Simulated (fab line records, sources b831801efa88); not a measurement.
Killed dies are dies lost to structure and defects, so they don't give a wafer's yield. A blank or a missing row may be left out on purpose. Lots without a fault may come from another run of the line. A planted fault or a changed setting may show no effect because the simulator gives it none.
Which tool did it? | flow sky130 | 14 lots, 42 wafers sampled, at 3 steps of a route of 708

WHAT THE GAUGES READ, wafer by wafer
SKY_FIELD_ISO_THK_MEAS_02. Usual: FIELD_ISO_OXIDATION_00_THK 11.97 nm, standard deviation 0.23.
lot  | measured    | on            | FIELD_ISO_OXIDATION_00_THK (nm) | flag
L561 | day 1 13:07 | film_metro-02 | 12.20 12.16 12.04               |
L562 | day 1 17:19 | film_metro-02 | 12.03 12.09 12.22               |
L563 | day 1 21:38 | film_metro-01 | 12.14 12.07 12.14               |
L564 | day 2 03:05 | film_metro-02 | 12.05 11.90 12.16               |
L565 | day 2 08:23 | film_metro-02 | 11.76 11.72 11.68               |
L566 | day 2 14:09 | film_metro-01 | 12.26 12.23 12.12               |
L567 | day 2 18:14 | film_metro-02 | 11.60 11.69 11.68               |
L568 | day 2 23:48 | film_metro-01 | 11.53 11.77 11.74               |
L569 | day 3 05:35 | film_metro-02 | 11.50 11.52 11.43               |
L570 | day 3 08:38 | film_metro-02 | 12.13 12.32 12.23               |
L571 | day 3 14:04 | film_metro-04 | 11.98 12.26 12.15               |
L572 | day 3 18:38 | film_metro-04 | 11.95 11.86 11.94               |
L583 | day 6 04:10 | film_metro-04 | 11.88 11.96 11.73               |
L584 | day 6 08:49 | film_metro-02 | 11.77 11.86 11.75               |

SKY_NWELL_TW_MEAS_15. Usual: NWELL_TW 1815, standard deviation 16.
lot  | measured     | on            | NWELL_TW       | flag
L561 | day 4 15:38  | film_metro-04 | 1804 1820 1819 |
L562 | day 4 22:35  | film_metro-02 | 1821 1823 1828 |
L563 | day 5 03:08  | film_metro-04 | 1830 1828 1821 |
L564 | day 5 10:11  | film_metro-03 | 1806 1791 1798 |
L565 | day 5 15:35  | film_metro-04 | 1824 1836 1832 |
L566 | day 5 21:17  | film_metro-03 | 1794 1797 1791 |
L567 | day 5 22:01  | film_metro-03 | 1799 1794 1804 |
L568 | day 6 05:17  | film_metro-03 | 1791 1800 1798 |
L569 | day 6 12:54  | film_metro-04 | 1824 1831 1827 |
L570 | day 6 17:41  | film_metro-02 | 1838 1833 1834 |
L571 | day 6 23:04  | film_metro-03 | 1799 1799 1791 |
L572 | day 7 03:24  | film_metro-02 | 1835 1834 1830 |
L583 | day 9 21:59  | film_metro-04 | 1828 1818 1817 |
L584 | day 10 06:56 | film_metro-02 | 1839 1836 1836 |

SKY_SONOS_TUNNEL_CD_MEAS_07: target cd 410 nm. Usual: cd_nm 409.8 nm, standard deviation 1.9.
lot  | measured     | on        | cd_nm (nm)        | flag
L561 | day 11 09:01 | cd_sem-02 | 409.9 408.7 413.3 |
L562 | day 11 18:24 | cd_sem-01 | 414.7 412.3 412.4 |
L563 | day 12 06:49 | cd_sem-01 | 409.2 411.3 409.6 |
L564 | day 12 11:12 | cd_sem-01 | 411.6 412.8 412.0 |
L565 | day 12 18:58 | cd_sem-01 | 410.7 407.9 408.6 |
L566 | day 13 06:07 | cd_sem-02 | 411.6 410.2 410.6 |
L567 | day 13 06:47 | cd_sem-02 | 407.5 406.8 408.2 |
L568 | day 13 15:01 | cd_sem-02 | 408.0 406.7 407.9 |
L569 | day 13 23:49 | cd_sem-01 | 409.3 408.5 408.8 |
L570 | day 14 08:31 | cd_sem-01 | 408.8 411.3 409.9 |
L571 | day 14 14:25 | cd_sem-01 | 410.9 410.9 408.9 |
L572 | day 14 23:41 | cd_sem-02 | 411.3 409.4 409.7 |
L583 | day 18 15:49 | cd_sem-02 | 410.0 407.7 408.8 |
L584 | day 19 03:28 | cd_sem-01 | 411.6 410.5 410.8 |

WHICH TOOL RAN EACH LOT (tool, then ch and the chambers of the sampled wafers, then the start)
The record holds no process step before these readings.

WHAT THE TOOLS THEMSELVES READ (means of the sampled wafers that have a number; where no wafer has one, the mark that the record gives instead)
The record holds no such reading with a usual standard deviation.

THE ANSWER, worked out from the rows above alone
Rule: a lot is off if the mean of its wafers that have a number lies more than 3 standard deviations from the usual mean. A lot without any number at a reading at which 4 lots or more have one is off too. The other lots that the step has rows for count as sound. The gauges are gone through in route order, then the tools' own readings, and for those a lot's mean is taken as printed above. The first step at which some lot is off is used, and at that step the reading that is off furthest; a lot without a number counts as furthest.
No lot is off at any reading shown: from this, nothing can be told.

WHAT THE SIMULATOR HAD PUT IN
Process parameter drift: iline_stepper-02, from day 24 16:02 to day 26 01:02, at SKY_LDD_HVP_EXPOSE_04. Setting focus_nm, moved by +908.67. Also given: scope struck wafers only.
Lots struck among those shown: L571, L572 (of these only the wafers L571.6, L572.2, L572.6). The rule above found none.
